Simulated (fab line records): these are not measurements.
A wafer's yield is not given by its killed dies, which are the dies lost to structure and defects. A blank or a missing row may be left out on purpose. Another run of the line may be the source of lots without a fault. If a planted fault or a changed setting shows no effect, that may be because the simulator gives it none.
Chamber matching ; flow sky130 ; SKY_FIELD_ISO_ETCH_17 on rie-si-01: 4 sister chambers
The step etches Si in HBr/Cl2/O2, target depth 342 nm, time 97.7 s. 4 wafers are shown with their chamber, then 7 later ones without.

## WAFERS WITH THEIR CHAMBER
wafer;chamber;oes-product-au (a.u.)
L895.5;2;1.001
L897.5;0;0.990
L899.1;3;1.029
L899.5;1;1.016

## WAFERS WHOSE CHAMBER IS MISSING
wafer;oes-product-au (a.u.)
L899.6;0.998
L902.1;1.007
L902.4;1.011
L902.5;1.019
L904.1;0.990
L904.3;1.002
L904.4;0.999

## EACH ONE'S CHAMBER
wafer;from the rows above;in truth
L899.6;can't be placed: 2 or 0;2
L902.1;can't be placed: 2 or 1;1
L902.4;can't be placed: 1 or 2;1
L902.5;1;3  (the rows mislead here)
L904.1;0;0
L904.3;2;2
L904.4;2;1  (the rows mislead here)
2 of 7 placed correctly. Not placeable from these rows: 3 (in 3, the candidates include the true chamber). Wrongly placed: 2.
How it was worked out, from the rows above alone: a wafer's distance from a chamber is the root of the sum, over the readings, of the square of ((its reading less the chamber's mean) divided by the reading's scatter). If the next closest chamber is less than 2 further off than the closest, the wafer can't be placed; otherwise it belongs to the closest. The mean given for a chamber averages the wafers shown for that chamber. The scatter: root of mean squared gap, hidden wafer to nearest shown wafer, with one shown wafer a chamber.
